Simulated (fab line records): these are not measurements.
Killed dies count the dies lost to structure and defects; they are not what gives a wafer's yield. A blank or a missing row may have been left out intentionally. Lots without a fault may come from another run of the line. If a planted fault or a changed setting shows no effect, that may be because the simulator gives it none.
2 desks looking at one fault -- flow gf180mcu -- each desk holds nothing but its own numbers, with what lay behind them at the end

## THE TOOL OWNER'S DESK: pvd-sputter-03
The tool's own readings at GF_SALICIDE_SPUTTER_03 (material TiN, target thk 20 nm, time 16.7 s): means of the sampled wafers that have a number, for each lot that ran on this tool. Marked OUT: a lot whose mean sits more than 4 standard deviations from the usual mean, which makes it out of limits; the brackets give that distance.
Columns: A = cathode-dc-power-W at GF_SALICIDE_SPUTTER_03, usual 6499.9 W; B = chamber-pressure-pa at GF_SALICIDE_SPUTTER_03, usual 0.4001 Pa; C = throttle-valve-pct at GF_SALICIDE_SPUTTER_03, usual 30.4 %
lot,first seen here,A,B,C
L890,day 15 13:17,6500.3,0.4003,30.7
L894,day 17 07:35,6499.5,0.3998,30.4
L895,day 18 14:02,6500.6,0.4004,30.5
L898,day 19 07:01,6499.5,0.4004,30.4
L900,day 19 22:46,6498.5,0.4008,30.5
L910,day 22 18:10,6500.2,0.3990,30.4
L911,day 22 22:31,6500.0,0.4007,30.2
This desk's verdict: no lot among the 7 shows anything out of limits.

## METROLOGY DESK
What the gauges read, lot by lot, whatever tool the lot ran on: means of the sampled wafers that have a number. Marked OUT: a lot whose mean sits more than 4 standard deviations from the usual mean, which makes it out of limits; the brackets give that distance.
Columns: A = SALICIDE_TIN_THK at GF_SALICIDE_THK_MEAS_05, usual 19.72 nm
lot,first seen here,A
L890,day 15 13:26,19.12
L891,day 15 16:16,19.87
L892,day 16 10:58,19.76
L894,day 17 07:44,19.34
L895,day 18 14:11,19.96
L898,day 19 07:10,19.48
L899,day 19 07:53,19.99
L900,day 19 22:55,19.71
L901,day 20 03:45,19.72
L902,day 20 06:36,19.83
L910,day 22 18:21,20.78 (+4.2) OUT
L911,day 22 22:40,20.94 (+4.9) OUT
This desk finds L910, L911 out of limits, with the earliest case on L910 at day 22 18:21 (SALICIDE_TIN_THK at GF_SALICIDE_THK_MEAS_05). L890, L891, L892, L894, L895, L898, L899, L900, L901, L902: within limits.

## ALL TOGETHER
On L910, L911, the metrology desk was in a position to raise an alarm at day 22 18:21.
Nothing out of limits was seen by the tool owner's desk.
On record at the tool owner's desk: L910, L911, within its limits.
GF_SALICIDE_SPUTTER_03 was run on pvd-sputter-03 by each of the lots named.

## WHAT WAS PUT IN BY THE SIMULATOR
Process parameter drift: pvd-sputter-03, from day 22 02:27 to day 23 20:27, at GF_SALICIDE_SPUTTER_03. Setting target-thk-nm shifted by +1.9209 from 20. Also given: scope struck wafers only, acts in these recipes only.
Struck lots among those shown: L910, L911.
Hours from the fault's start to each desk's first reading out of limits: the metrology desk, 16.
